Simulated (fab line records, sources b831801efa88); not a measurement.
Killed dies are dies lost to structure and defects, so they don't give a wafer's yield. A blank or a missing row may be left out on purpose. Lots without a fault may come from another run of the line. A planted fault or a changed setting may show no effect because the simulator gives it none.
Which tool did it? | flow sky130 | 12 lots, 36 wafers sampled, at 6 steps of a route of 708

WHAT THE GAUGES READ, wafer by wafer
SKY_SD_P_CD_MEAS_07: target cd 380 nm. Usual: cd_nm 380.0 nm, standard deviation 2.1.
lot  | measured     | on        | cd_nm (nm)        | flag
L633 | day 26 04:44 | cd_sem-01 | 377.8 377.7 375.5 |
L634 | day 26 17:06 | cd_sem-02 | 383.3 380.6 380.0 |
L636 | day 27 04:23 | cd_sem-01 | 383.5 381.0 382.3 |
L637 | day 27 11:35 | cd_sem-01 | 377.5 376.4 376.0 |
L638 | day 27 19:30 | cd_sem-01 | 379.3 379.3 379.1 |
L639 | day 28 04:43 | cd_sem-01 | 380.0 381.7 380.0 |
L640 | day 28 18:53 | cd_sem-02 | 379.9 379.9 381.7 |
L643 | day 29 11:24 | cd_sem-01 | 381.7 378.8 382.0 |
L644 | day 29 21:23 | cd_sem-02 | 379.3 378.6 379.1 |
L645 | day 30 04:38 | cd_sem-02 | 378.7 379.1 379.2 |
L653 | day 32 07:19 | cd_sem-02 | 382.7 380.0 380.9 |
L655 | day 33 07:26 | cd_sem-01 | 380.1 381.8 379.4 |

SKY_SD_N_RS_MEAS_16: measures by four-point-probe. Usual: SD_N_RS 68.57 ohm/sq, standard deviation 0.17.
lot  | measured     | on            | SD_N_RS (ohm/sq)  | flag
L633 | day 28 15:08 | film_metro-03 | 68.57 68.56 68.59 |
L634 | day 29 02:53 | film_metro-01 | 68.78 68.53 68.64 |
L636 | day 29 13:28 | film_metro-01 | 68.73 68.79 68.76 |
L637 | day 29 21:55 | film_metro-01 | 68.73 68.73 68.57 |
L638 | day 30 04:34 | film_metro-01 | 68.80 68.73 68.71 |
L639 | day 30 15:16 | film_metro-03 | 68.36 68.45 68.53 |
L640 | day 31 04:47 | film_metro-03 | 68.55 68.40 68.33 |
L643 | day 31 20:20 | film_metro-04 | 68.48 68.37 68.38 |
L644 | day 32 05:58 | film_metro-04 | 68.45 68.48 68.35 |
L645 | day 32 12:13 | film_metro-03 | 68.65 68.54 68.56 |
L653 | day 34 13:50 | film_metro-03 | 68.35 68.20 68.46 |
L655 | day 35 12:35 | film_metro-01 | 68.64 68.83 68.82 |

SKY_LI_CONTACT_RS_MEAS_22: measures by four-point-probe. Usual: LI_CONTACT_W_RS 0.285 ohm/sq, standard deviation 0.0047.
lot  | measured     | on            | LI_CONTACT_W_RS (ohm/sq) | flag
L633 | day 29 21:13 | film_metro-03 | 0.289 0.285 0.291        |
L634 | day 30 09:07 | film_metro-04 | 0.291 0.286 0.287        |
L636 | day 30 19:13 | film_metro-03 | 0.286 0.288 0.284        |
L637 | day 31 04:06 | film_metro-03 | 0.288 0.283 0.287        |
L638 | day 31 10:04 | film_metro-04 | 0.283 0.283 0.282        |
L639 | day 31 20:52 | film_metro-03 | 0.289 0.287 0.288        |
L640 | day 32 09:53 | film_metro-03 | 0.277 0.282 0.279        |
L643 | day 33 01:05 | film_metro-04 | 0.274 0.275 0.273        |
L644 | day 33 10:37 | film_metro-04 | 0.315 0.312 0.319        | OFF
L645 | day 33 16:10 | film_metro-01 | 0.324 0.315 0.320        | OFF
L653 | day 35 18:25 | film_metro-04 | 0.277 0.283 0.279        |
L655 | day 36 16:49 | film_metro-03 | 0.282 0.283 0.283        |

SKY_LI_CONTACT_THK_MEAS_23: measures by xrf. Usual: LI_CONTACT_W_THK 400 nm, standard deviation 7.4.
lot  | measured     | on            | LI_CONTACT_W_THK (nm) | flag
L633 | day 29 21:20 | film_metro-03 | 391 398 388           |
L634 | day 30 09:14 | film_metro-04 | 393 400 399           |
L636 | day 30 19:20 | film_metro-03 | 392 389 395           |
L637 | day 31 04:13 | film_metro-03 | 391 399 393           |
L638 | day 31 10:10 | film_metro-04 | 405 405 406           |
L639 | day 31 20:59 | film_metro-03 | 390 394 391           |
L640 | day 32 09:59 | film_metro-03 | 407 399 404           |
L643 | day 33 01:11 | film_metro-04 | 416 416 417           |
L644 | day 33 10:44 | film_metro-04 | 362 364 359           | OFF
L645 | day 33 16:17 | film_metro-01 | 353 363 358           | OFF
L653 | day 35 18:32 | film_metro-04 | 415 409 411           |
L655 | day 36 16:56 | film_metro-03 | 397 398 398           |

WHICH TOOL RAN EACH LOT (tool, then ch and the chambers of the sampled wafers, then the start)
lot  | SKY_LI_CONTACT_SPUTTER_20    | SKY_LI_CONTACT_CVD_21
L633 | pvd_sputter-01, day 29 21:02 | cvd_w-01 ch 0,1, day 29 21:05
L634 | pvd_sputter-03, day 30 08:55 | cvd_w-01 ch 0,1, day 30 08:58
L636 | pvd_sputter-02, day 30 19:02 | cvd_w-01 ch 0, day 30 19:06
L637 | pvd_sputter-02, day 31 03:55 | cvd_w-01 ch 0,1, day 31 03:58
L638 | pvd_sputter-02, day 31 09:50 | cvd_w-02 ch 0,1, day 31 09:56
L639 | pvd_sputter-03, day 31 20:41 | cvd_w-01 ch 0,1, day 31 20:44
L640 | pvd_sputter-03, day 32 09:40 | cvd_w-02 ch 0,1, day 32 09:44
L643 | pvd_sputter-01, day 33 00:44 | cvd_w-02 ch 1, day 33 00:53
L644 | pvd_sputter-02, day 33 10:25 | cvd_w-01 ch 0,1, day 33 10:29
L645 | pvd_sputter-02, day 33 15:59 | cvd_w-01 ch 0,1, day 33 16:02
L653 | pvd_sputter-02, day 35 18:05 | cvd_w-02 ch 1, day 35 18:11
L655 | pvd_sputter-02, day 36 16:37 | cvd_w-02 ch 0,1, day 36 16:41
- SKY_LI_CONTACT_SPUTTER_20: material TiN, target thk 20 nm, time 80 s.
- SKY_LI_CONTACT_CVD_21: deposits W, target thk 400 nm, time 120.56 s.

WHAT THE TOOLS THEMSELVES READ (means of the sampled wafers that have a number; where no wafer has one, the mark that the record gives instead)
SKY_LI_CONTACT_SPUTTER_20. Usual: cathode_dc_power_W 4000.1 W, standard deviation 0.66; throttle_valve_pct 30.0 %, standard deviation 0.99.
lot  | tool           | cathode_dc_power_W (W) | throttle_valve_pct (%) | flag
L633 | pvd_sputter-01 | 4000.1                 | 30.7                   |
L634 | pvd_sputter-03 | 4000.2                 | 30.8                   |
L636 | pvd_sputter-02 | 4000.4                 | 30.7                   |
L637 | pvd_sputter-02 | 4000.5                 | 30.6                   |
L638 | pvd_sputter-02 | 4000.0                 | 29.1                   |
L639 | pvd_sputter-03 | 4000.2                 | 30.0                   |
L640 | pvd_sputter-03 | 4000.3                 | 30.0                   |
L643 | pvd_sputter-01 | 4000.4                 | 30.3                   |
L644 | pvd_sputter-02 | 3999.4                 | 29.2                   |
L645 | pvd_sputter-02 | 4000.0                 | 29.8                   |
L653 | pvd_sputter-02 | 4000.3                 | 28.7                   |
L655 | pvd_sputter-02 | 3999.9                 | 29.6                   |

SKY_LI_CONTACT_CVD_21. Usual: chamber_pressure_Torr 39.98 Torr, standard deviation 0.086; heater_power_w 824 W, standard deviation 53.
lot  | tool     | chamber_pressure_Torr (Torr) | heater_power_w (W) | flag
L633 | cvd_w-01 | 40.00                        | 840                |
L634 | cvd_w-01 | 40.01                        | 852                |
L636 | cvd_w-01 | 40.02                        | 812                |
L637 | cvd_w-01 | 39.89                        | 832                |
L638 | cvd_w-02 | 39.95                        | 777                |
L639 | cvd_w-01 | 39.91                        | 861                |
L640 | cvd_w-02 | 40.03                        | 767                |
L643 | cvd_w-02 | 40.01                        | 773                |
L644 | cvd_w-01 | 32.87                        | 831                | OFF
L645 | cvd_w-01 | 32.80                        | 854                | OFF
L653 | cvd_w-02 | 39.92                        | 772                |
L655 | cvd_w-02 | 39.90                        | 772                |

THE ANSWER, worked out from the rows above alone
Rule: a lot is off if the mean of its wafers that have a number lies more than 3 standard deviations from the usual mean. A lot without any number at a reading at which 4 lots or more have one is off too. The other lots that the step has rows for count as sound. The gauges are gone through in route order, then the tools' own readings, and for those a lot's mean is taken as printed above. The first step at which some lot is off is used, and at that step the reading that is off furthest; a lot without a number counts as furthest.
Off: L644, L645, at SKY_LI_CONTACT_RS_MEAS_22 (LI_CONTACT_W_RS).
A tool fits if, at a process step before that reading, it ran every lot that is off, and no sound lot after the first of them. The gauges at SKY_LI_CONTACT_RS_MEAS_22 aren't tried: what is off there is off at SKY_LI_CONTACT_CVD_21 too, on other tools, and a gauge's error can't cause that. One fits: cvd_w-01 at SKY_LI_CONTACT_CVD_21. Its last sound lot is L639 (day 31 20:44), its first lot that is off L644 (day 33 10:29): a fault that began between those two fits.
The tool's own readings at SKY_LI_CONTACT_CVD_21 bear it out: on the lots that are off they differ by more than 5 times the standard deviation of the sound lots' means. chamber_pressure_Torr reads 32.83 Torr there against 39.96 Torr on the sound lots.

WHAT THE SIMULATOR HAD PUT IN
Process parameter drift: cvd_w-01, from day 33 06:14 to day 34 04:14, at SKY_LI_CONTACT_CVD_21. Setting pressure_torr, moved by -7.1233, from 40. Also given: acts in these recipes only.
Lots struck among those shown: L644, L645. The rule above found the same.
